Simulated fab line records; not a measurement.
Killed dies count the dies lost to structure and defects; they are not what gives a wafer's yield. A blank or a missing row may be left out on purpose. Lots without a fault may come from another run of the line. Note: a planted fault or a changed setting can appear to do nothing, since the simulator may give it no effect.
Which tool was responsible?	flow gf180mcu	Sampling: 24 lots, 72 wafers, 6 of 602 route steps

WHAT THE GAUGES SHOWED, per wafer
GF_NWELL_TW_MEAS_11. Usual: for NWELL_TW the level is 1576 and the standard deviation is 19.
lot	measured	on	NWELL_TW	flag
L074	day 3 07:55	film metro-04	1566 1562 1565	
L075	day 3 13:24	film metro-03	1602 1598 1599	
L076	day 3 18:32	film metro-01	1562 1556 1561	
L077	day 4 02:57	film metro-03	1600 1595 1595	
L078	day 4 07:41	film metro-01	1559 1564 1563	
L079	day 4 12:58	film metro-03	1611 1606 1606	
L080	day 4 19:56	film metro-04	1554 1550 1557	
L081	day 5 02:55	film metro-01	1571 1561 1563	
L083	day 5 09:31	film metro-01	1557 1558 1560	
L082	day 5 10:14	film metro-03	1596 1594 1588	
L084	day 5 22:37	film metro-03	1600 1603 1592	
L085	day 6 05:46	film metro-03	1601 1605 1606	
L086	day 6 06:12	film metro-04	1557 1564 1568	
L087	day 6 11:05	film metro-03	1602 1599 1607	
L088	day 6 17:07	film metro-04	1550 1554 1564	
L089	day 7 00:08	film metro-03	1599 1591 1593	
L090	day 7 00:20	film metro-01	1562 1561 1567	
L091	day 7 06:14	film metro-03	1598 1595 1596	
L092	day 7 10:26	film metro-01	1577 1565 1561	
L093	day 7 14:46	film metro-01	1573 1568 1570	
L094	day 8 02:55	film metro-04	1565 1557 1557	
L095	day 8 03:37	film metro-01	1551 1555 1552	
L096	day 8 09:14	film metro-01	1564 1560 1554	
L097	day 8 15:38	film metro-01	1554 1563 1568	

GF_V3_RS_MEAS_24: uses a four-point probe to measure. Usual: for V3_W_RS the level is 0.327 ohm/sq and the standard deviation is 0.0036.
lot	measured	on	V3_W_RS (ohm/sq)	flag
L074	day 22 07:14	film metro-04	0.325 0.324 0.328	
L075	day 22 15:16	film metro-02	0.329 0.326 0.327	
L076	day 22 21:49	film metro-01	0.327 0.324 0.325	
L077	day 23 10:00	film metro-01	0.324 0.329 0.322	
L078	day 23 19:19	film metro-04	0.328 0.328 0.327	
L079	day 24 05:47	film metro-04	0.331 0.330 0.329	
L080	day 24 14:43	film metro-02	0.330 0.326 0.329	
L081	day 25 01:37	film metro-02	0.324 0.330 0.326	
L083	day 25 11:19	film metro-04	0.328 0.332 0.326	
L082	day 25 15:44	film metro-04	0.324 0.327 0.327	
L084	day 26 08:20	film metro-04	0.332 0.333 0.328	
L085	day 26 18:22	film metro-02	0.328 0.329 0.330	
L086	day 26 20:09	film metro-01	0.323 0.322 0.316	
L087	day 27 04:37	film metro-02	0.321 0.320 0.317	
L088	day 27 11:55	film metro-01	0.329 0.325 0.327	
L089	day 27 21:17	film metro-02	0.333 0.337 0.334	
L090	day 28 01:52	film metro-02	0.330 0.326 0.327	
L091	day 28 02:46	film metro-02	0.329 0.330 0.332	
L092	day 28 11:22	film metro-01	0.327 0.325 0.331	
L093	day 28 13:55	film metro-02	0.329 0.328 0.332	
L094	day 29 03:50	film metro-04	0.325 0.328 0.328	
L095	day 29 05:32	film metro-02	0.328 0.329 0.325	
L096	day 29 10:05	film metro-01	0.322 0.325 0.323	
L097	day 29 16:41	film metro-04	0.333 0.324 0.328	

GF_V4_CD_MEAS_14 targets a cd of 260 nm. Usual: cd nm reads 259.9 nm (standard deviation 1.4).
lot	measured	on	cd nm (nm)	flag
L074	day 24 07:35	cd sem-02	259.1 259.0 259.6	
L075	day 24 14:27	cd sem-02	261.1 260.0 260.3	
L076	day 24 20:53	cd sem-01	261.7 261.6 261.6	
L077	day 25 09:04	cd sem-01	259.3 258.6 259.6	
L078	day 25 16:35	cd sem-01	260.0 259.8 259.8	
L079	day 26 02:22	cd sem-02	262.4 261.9 261.1	
L080	day 26 11:04	cd sem-02	259.5 259.0 260.1	
L081	day 26 21:05	cd sem-01	260.7 260.2 260.5	
L083	day 27 07:14	cd sem-01	261.5 260.0 260.9	
L082	day 27 12:02	cd sem-02	259.7 258.8 259.4	
L084	day 28 03:23	cd sem-02	260.3 259.3 259.2	
L085	day 28 12:31	cd sem-01	259.6 257.4 259.3	
L086	day 28 13:49	cd sem-01	261.8 261.8 260.4	
L087	day 28 21:44	cd sem-02	256.4 257.3 257.7	
L088	day 29 05:05	cd sem-02	261.3 262.7 261.0	
L089	day 29 13:24	cd sem-01	258.9 260.0 258.8	
L090	day 29 17:56	cd sem-01	257.9 259.6 259.1	
L091	day 29 18:17	cd sem-01	261.1 260.5 260.5	
L092	day 30 03:44	cd sem-01	260.6 260.9 261.2	
L093	day 30 05:47	cd sem-02	259.1 260.2 260.2	
L094	day 30 18:17	cd sem-01	258.9 259.4 259.0	
L095	day 30 20:31	cd sem-02	260.0 259.7 258.1	
L096	day 31 00:45	cd sem-01	261.8 259.2 260.3	
L097	day 31 06:45	cd sem-01	258.0 258.7 259.1	

GF_V5_THK_MEAS_03. Usual: for V5_CVD_02_THK the level is 1460 nm and the standard deviation is 19.
lot	measured	on	V5_CVD_02_THK (nm)	flag
L074	day 26 06:13	film metro-02	1430 1425 1452	
L075	day 26 12:18	film metro-01	1477 1484 1494	
L076	day 26 18:16	film metro-04	1418 1435 1464	
L077	day 27 06:26	film metro-02	1456 1485 1484	
L078	day 27 13:15	film metro-04	1452 1447 1459	
L079	day 27 22:32	film metro-02	1431 1435 1475	
L080	day 28 07:37	film metro-04	1465 1443 1474	
L081	day 28 16:52	film metro-02	1440 1456 1468	
L083	day 29 00:09	film metro-02	1442 1483 1462	
L082	day 29 06:26	film metro-04	1438 1448 1471	
L084	day 29 20:46	film metro-01	1439 1468 1448	
L085	day 30 06:13	film metro-04	1462 1453 1470	
L086	day 30 06:29	film metro-02	1441 1452 1465	
L087	day 30 14:04	film metro-01	1455 1481 1478	
L088	day 30 21:13	film metro-04	1445 1464 1473	
L089	day 31 04:59	film metro-04	1418 1472 1465	
L090	day 31 09:34	film metro-02	1428 1436 1450	
L091	day 31 09:55	film metro-02	1472 1486 1484	
L092	day 31 18:44	film metro-02	1455 1455 1473	
L093	day 31 20:33	film metro-02	1481 1450 1496	
L094	day 32 07:55	film metro-01	1468 1474 1483	
L095	day 32 09:12	film metro-01	1486 1473 1479	
L096	day 32 14:40	film metro-01	1438 1464 1473	
L097	day 32 19:52	film metro-02	1461 1484 1472	

GF_PASSIVATION_THK_MEAS_01. Usual: for PASSIVATION_CVD_00_THK the level is 998 nm and the standard deviation is 14.
lot	measured	on	PASSIVATION_CVD_00_THK (nm)	flag
L074	day 28 02:53	film metro-03	991 981 1017	
L075	day 28 07:49	film metro-01	997 1028 1023	
L076	day 28 13:05	film metro-03	990 987 998	
L077	day 29 01:44	film metro-04	1010 1022 1024	
L078	day 29 07:19	film metro-01	991 990 997	
L079	day 29 15:54	film metro-04	997 984 997	
L080	day 30 00:45	film metro-03	967 998 984	
L081	day 30 10:08	film metro-04	977 1003 997	
L083	day 30 16:29	film metro-01	1001 1007 1011	
L082	day 30 21:46	film metro-03	988 1011 1010	
L084	day 31 11:16	film metro-01	1001 999 983	
L085	day 31 20:33	film metro-03	985 984 1005	
L086	day 31 20:05	film metro-03	997 1002 1021	
L087	day 32 04:25	film metro-01	994 1001 1005	
L088	day 32 10:21	film metro-04	983 1012 995	
L089	day 32 17:39	film metro-01	993 992 990	
L090	day 32 21:42	film metro-04	1000 995 1010	
L091	day 32 23:26	film metro-03	964 990 1000	
L092	day 33 07:35	film metro-01	982 980 1001	
L093	day 33 09:11	film metro-04	972 991 1007	
L094	day 33 20:10	film metro-01	978 986 986	
L095	day 33 21:12	film metro-03	985 995 998	
L096	day 34 01:32	film metro-03	979 1005 1009	
L097	day 34 05:44	film metro-03	1017 1006 1023	

WHICH TOOL RAN EACH LOT (tool, then ch and the chambers of the sampled wafers, then the start)
lot	GF_V2_CVD_23
L074	cvd w-01 ch 0,1, day 20 04:09
L075	cvd w-01 ch 0,1, day 20 12:55
L076	cvd w-01 ch 0,1, day 20 19:41
L077	cvd w-01 ch 0, day 21 07:52
L078	cvd w-01 ch 1, day 21 17:18
L079	cvd w-01 ch 0,1, day 22 04:53
L080	cvd w-01 ch 0,1, day 22 14:57
L081	cvd w-02 ch 0, day 23 01:56
L083	cvd w-01 ch 0,1, day 23 11:51
L082	cvd w-01 ch 0,1, day 23 16:45
L084	cvd w-02 ch 0,1, day 24 11:13
L085	cvd w-02 ch 0,1, day 24 20:14
L086	cvd w-01 ch 0,1, day 24 22:47
L087	cvd w-02 ch 0,1, day 25 07:08
L088	cvd w-02 ch 0,1, day 25 14:42
L089	cvd w-02 ch 0, day 26 01:05
L090	cvd w-01 ch 1, day 26 05:51
L091	cvd w-02 ch 0,1, day 26 06:59
L092	cvd w-02 ch 0,1, day 26 15:48
L093	cvd w-01 ch 0,1, day 26 18:36
L094	cvd w-02 ch 0,1, day 27 09:08
L095	cvd w-02 ch 0,1, day 27 10:52
L096	cvd w-01 ch 0, day 27 16:04
L097	cvd w-01 ch 0,1, day 28 00:20
- GF_V2_CVD_23: deposits W, target thk 350 nm, time 104.94 s.

WHAT THE TOOLS THEMSELVES READ (means of the sampled wafers that have a number; where no wafer has one, the mark that the record gives instead)
GF_V2_CVD_23. Usual: heater power w 836 W, standard deviation 92; susceptor temp C 399.01 C, standard deviation 0.21.
lot	tool	heater power w (W)	susceptor temp C (C)	flag
L074	cvd w-01	835	398.77	
L075	cvd w-01	821	398.99	
L076	cvd w-01	815	399.10	
L077	cvd w-01	872	398.79	
L078	cvd w-01	781	399.17	
L079	cvd w-01	849	398.89	
L080	cvd w-01	843	399.14	
L081	cvd w-02	943	399.10	
L083	cvd w-01	820	399.01	
L082	cvd w-01	824	399.10	
L084	cvd w-02	862	399.10	
L085	cvd w-02	868	399.09	
L086	cvd w-01	843	399.06	
L087	cvd w-02	788	399.13	
L088	cvd w-02	787	398.93	
L089	cvd w-02	958	399.12	
L090	cvd w-01	782	399.29	
L091	cvd w-02	869	398.91	
L092	cvd w-02	781	399.00	
L093	cvd w-01	846	398.95	
L094	cvd w-02	780	399.26	
L095	cvd w-02	880	399.08	
L096	cvd w-01	885	398.89	
L097	cvd w-01	827	399.03	

THE ANSWER, worked out from the rows above alone
Rule: a lot counts as off when the mean over its wafers that have a number is more than 3 standard deviations away from the usual mean. A lot without any number at a reading at which 4 lots or more have one is off too. Any other lot the step has rows for is counted as sound. First the gauges in route order, then the tools' own readings, where a lot's mean is used as printed above. At the first step where some lot is off, the reading lying furthest off is the one used; lots without a number count as furthest.
Nothing can be told from this: no lot is off at any reading shown.

WHAT WAS PUT IN BY THE SIMULATOR
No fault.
